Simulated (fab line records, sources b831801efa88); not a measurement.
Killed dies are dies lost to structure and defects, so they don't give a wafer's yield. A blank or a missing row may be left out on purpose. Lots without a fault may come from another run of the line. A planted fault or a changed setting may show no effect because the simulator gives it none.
A struck lot beside a sound one | flow sky130 | 17 steps out of a route of 708
Sound: wafers L786.1, L786.4, L786.5. Struck: wafers L792.2, L792.6. The cause comes at the end.
At each step with rows: each side's tool, then ch and its chambers, then its first start. Under that, the readings that differ: sound wafers | struck wafers | difference of the means | sigmas: that difference in standard deviations of wafers without a fault.
alike: readings whose means differ by less than 2 such deviations, and words and numbers that are the same on both sides. not compared: withheld readings, readings that some wafer has no value for, bounds like >300 that may hide the same value, and numbers for which the record gives no deviation and whose values overlap.
The two part at a step that has a row with sigmas, a row that says differs or no value, or rows on one side only. Numbers that don't overlap but have no deviation are shown without sigmas and don't part them. A reading that every wafer of one side lacks parts them only if that side has two wafers or more.

SKY_FIELD_ISO_THK_MEAS_02:
  sound on film_metro-02, day 2 12:50; struck on film_metro-02, day 3 18:48
  alike: FIELD_ISO_OXIDATION_00_THK
then, 1 step without rows for these wafers: SKY_FIELD_ISO_CVD_03 (deposits Si3N4 from DCS/NH3, target thk 165 nm, time 2830 s).
SKY_FIELD_ISO_THK_MEAS_04:
  sound on film_metro-02, day 2 18:08; struck on film_metro-04, day 3 23:28
  alike: FIELD_ISO_CVD_03_THK
then, 8 steps without rows for these wafers: SKY_FIELD_ISO_DEHYDRATE_05 (time 60 s); SKY_FIELD_ISO_HMDS_06 (prime time 60 s); SKY_FIELD_ISO_COAT_07 (resist thk 60 nm); SKY_FIELD_ISO_COAT_08 (resist thk 450 nm); SKY_FIELD_ISO_SOFTBAKE_09 (time 90 s); SKY_FIELD_ISO_EXPOSE_10 (exposes mask FOM, target cd 150 nm); SKY_FIELD_ISO_PEB_11; SKY_FIELD_ISO_DEVELOP_12 (develop time 60 s).
SKY_FIELD_ISO_CD_MEAS_13: target cd 150 nm.
  sound on cd_sem-02, day 3 09:25; struck on cd_sem-02, day 4 16:29
  reading    | sound             | struck      | difference | sigmas
  cd_nm (nm) | 148.1 149.0 149.5 | 150.9 152.1 | +2.6       | +2
SKY_FIELD_ISO_ETCH_14: etches BARC in N2/H2, stops on SiO2, time 45.9 s, target depth 60 nm.
  sound on rie_diel-03 ch 0,2,3, day 3 09:32; struck on rie_diel-01 ch 0,2, day 4 16:35
  reading                                          | sound                | struck        | difference                    | sigmas
  bias_w (W)                                       | 100.2 100.0 99.8     | - -           | no value on the struck wafers |
  oes_product_au (a.u.)                            | 0.852 0.852 0.852    | 0.980 1.013   | +0.144                        | +29
  run_length_s (s)                                 | 74.2 74.5 74.6       | 52.0 50.4     | -23.2                         | -42
  throttle_valve_pct (%)                           | 13.231 13.240 13.226 | 13.243 13.260 | +0.019                        | +2
  model.etch.depth_nm (nm)                         | 59.84 59.95 59.93    | 37.37 38.88   | -21.78                        |
  model.KrF-thick_of_FIELD_ISO_COAT_08.thk_nm (nm) | 394.4 395.1 393      | 414.8 412.9   | +19.7                         |
  model.FIELD_ISO.cd_nm (nm)                       | 148.7 149.1 151.2    | 154.8 156.9   | +6.2                          |
  alike: drypump_motor_current_A, n2_flow_sccm
  not compared: rf_hours_counter_h
SKY_FIELD_ISO_ETCH_15: etches the open film in CHF3/O2, stops on Si, target depth 180 nm, time 72 s.
  sound on rie_diel-03 ch 0,2,3, day 3 09:35; struck on rie_diel-01 ch 0,2, day 4 16:38
  reading                                          | sound             | struck      | difference | sigmas
  oes_product_au (a.u.)                            | 0.944 0.948 0.941 | 0.380 0.382 | -0.563     | -88
  throttle_valve_pct (%)                           | 8.855 8.848 8.855 | 8.675 8.678 | -0.176     | -20
  model.KrF-thick_of_FIELD_ISO_COAT_08.thk_nm (nm) | 239.9 245.3 239.3 | 262.6 257.3 | +18.5      |
  alike: bias_w, chf3_flow_sccm, drypump_motor_current_A, run_length_s
  not compared: rf_hours_counter_h
SKY_FIELD_ISO_STRIP_16: strips in O2/N2.
  sound on plasma_asher-04 ch 0,1, day 3 09:38; struck on plasma_asher-03 ch 0,1, day 4 16:41
  reading                      | sound          | struck    | difference | sigmas
  strip_time_to_endpoint_s (s) | 3.58 3.63 3.58 | 3.82 3.77 | +0.20      | +4
  alike: drypump_motor_current_A, n2_flow_sccm, oes_product_au
  not compared: rf_hours_counter_h
SKY_FIELD_ISO_ETCH_17: etches Si in HBr/Cl2/O2, target depth 342 nm, time 97.7 s.
  sound on rie_si-01 ch 1,2, day 3 09:44; struck on rie_si-01 ch 1,3, day 4 16:47
  reading                    | sound             | struck      | difference | sigmas
  model.FIELD_ISO.cd_nm (nm) | 148.7 149.7 150.9 | 154.3 155.5 | +5.1       |
  alike: bias_w, drypump_motor_current_A, oes_product_au, run_length_s, throttle_valve_pct
  not compared: rf_hours_counter_h
then, 1 step without rows for these wafers: SKY_FIELD_ISO_WET_ETCH_18 (etches Si3N4 in H3PO4, target depth 25 nm, time 286 s).

WHERE THEY PART
First at SKY_FIELD_ISO_CD_MEAS_13; last, within this record, at SKY_FIELD_ISO_STRIP_16. Later steps at which nothing parts them and some readings are alike: SKY_FIELD_ISO_ETCH_17.

WHY: what the simulator had put in
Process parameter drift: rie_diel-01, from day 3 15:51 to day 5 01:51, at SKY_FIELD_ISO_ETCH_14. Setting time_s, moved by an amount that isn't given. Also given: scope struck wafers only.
